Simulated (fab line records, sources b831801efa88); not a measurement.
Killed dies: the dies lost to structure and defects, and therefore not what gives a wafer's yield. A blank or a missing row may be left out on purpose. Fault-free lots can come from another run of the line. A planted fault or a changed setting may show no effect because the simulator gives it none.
Comparing a struck lot with a sound one || flow sky130 || 15 steps out of a route of 708
Sound: wafers L216.1, L216.4, L216.5. The struck wafers were L223.1, L223.2, L223.3. The cause is named last.
At each step with rows: each side's tool, then ch and its chambers, then its first start. Under that, the readings that differ: sound wafers || struck wafers || difference of the means || sigmas: that difference in standard deviations of wafers without a fault.
alike: a reading whose means differ by less than 2 such deviations, as well as words and numbers matching on both sides. not compared: withheld readings; readings where some wafer has no value; bounds like >300 that might hide an equal value; numbers whose values overlap and for which the record gives no deviation.
A row with sigmas, a row that says differs or no value, or rows on one side alone: a step with any of these is where the two part. Non-overlapping numbers with no deviation appear without sigmas and do not part them. Lack of a reading on every wafer of one side parts them only where that side has two or more wafers.

first, 8 steps without rows for these wafers: SKY_POLY_GATE_DEHYDRATE_05 (time 60 s); SKY_POLY_GATE_HMDS_06 (prime time 60 s); SKY_POLY_GATE_COAT_07 (resist thk 110 nm); SKY_POLY_GATE_COAT_08 (resist thk 450 nm); SKY_POLY_GATE_SOFTBAKE_09 (time 90 s); SKY_POLY_GATE_EXPOSE_10 (exposes mask P1M, target cd 150 nm); SKY_POLY_GATE_PEB_11; SKY_POLY_GATE_DEVELOP_12 (develop time 60 s).
SKY_POLY_GATE_CD_MEAS_13: target cd 150 nm.
  sound: cd_sem-02 at day 22 01:13; struck: cd_sem-02 at day 24 09:59
  alike: cd_nm
SKY_POLY_GATE_OVL_MEAS_14:
  sound: overlay-02 at day 22 01:20; struck: overlay-02 at day 24 10:07
  alike: POLY_GATE_OVL
SKY_POLY_GATE_ETCH_15: etches BARC in N2/H2, stops on SiO2, time 118.5 s, target depth 110 nm.
  sound on rie_diel-03 ch 0,2,3, day 22 01:22; struck on rie_diel-03 ch 0,1,2, day 24 10:09
  alike: bias_w, chamber_pressure_mTorr, drypump_motor_current_A, oes_product_au, throttle_valve_pct
  not compared: rf_hours_counter_h
SKY_POLY_GATE_ETCH_16: etches Si3N4 in CH3F/O2, stops on poly-Si, time 147.5 s, target depth 75 nm.
  sound on rie_diel-03 ch 0,2,3, day 22 01:27; struck on rie_diel-03 ch 0,1,2, day 24 10:14
  alike: O2_flow_sccm, bias_w, drypump_motor_current_A, oes_product_au, throttle_valve_pct
  not compared: rf_hours_counter_h
SKY_POLY_GATE_ETCH_17: etches poly-Si in HBr/Cl2, stops on SiO2, target depth 180 nm, time 70.5 s.
  sound on rie_si-02 ch 0,1,2, day 22 01:33; struck on rie_si-01 ch 1,2,3, day 24 10:20
  no value came back on the struck wafers for any of 5 readings (HBr_flow_sccm (sccm), bias_w (W) and others); on the sound wafers HBr_flow_sccm (sccm) reads 149.7 150.3 150.0
{"reading": "model.KrF-thick_of_POLY_GATE_COAT_08.thk_nm (nm)", "sound": "135.2 142.8 137.4", "struck": "227.6 228.4 236.5", "difference": "+92.4", "sigmas": ""}
  not compared: rf_hours_counter_h
SKY_POLY_GATE_STRIP_18: strips in O2/N2.
  sound on plasma_asher-03 ch 1, day 22 01:37; struck on plasma_asher-02 ch 0,1, day 24 10:23
{"reading": "oes_product_au (a.u.)", "sound": "0.359 0.368 0.362", "struck": "0.399 0.403 0.402", "difference": "+0.038", "sigmas": "+7"}
{"reading": "strip_time_to_endpoint_s (s)", "sound": "3.13 3.20 3.14", "struck": "4.12 4.13 4.21", "difference": "+1.00", "sigmas": "+16"}
  alike: drypump_motor_current_A
  not compared: rf_hours_counter_h
then, 1 step without rows for these wafers: SKY_POLY_GATE_CLEAN_19 (cleans in SC1/SC2, time 150 s).

## WHERE THEY PART
Earliest at SKY_POLY_GATE_ETCH_17; latest, in this record, at SKY_POLY_GATE_STRIP_18.

WHY: what the simulator had put in
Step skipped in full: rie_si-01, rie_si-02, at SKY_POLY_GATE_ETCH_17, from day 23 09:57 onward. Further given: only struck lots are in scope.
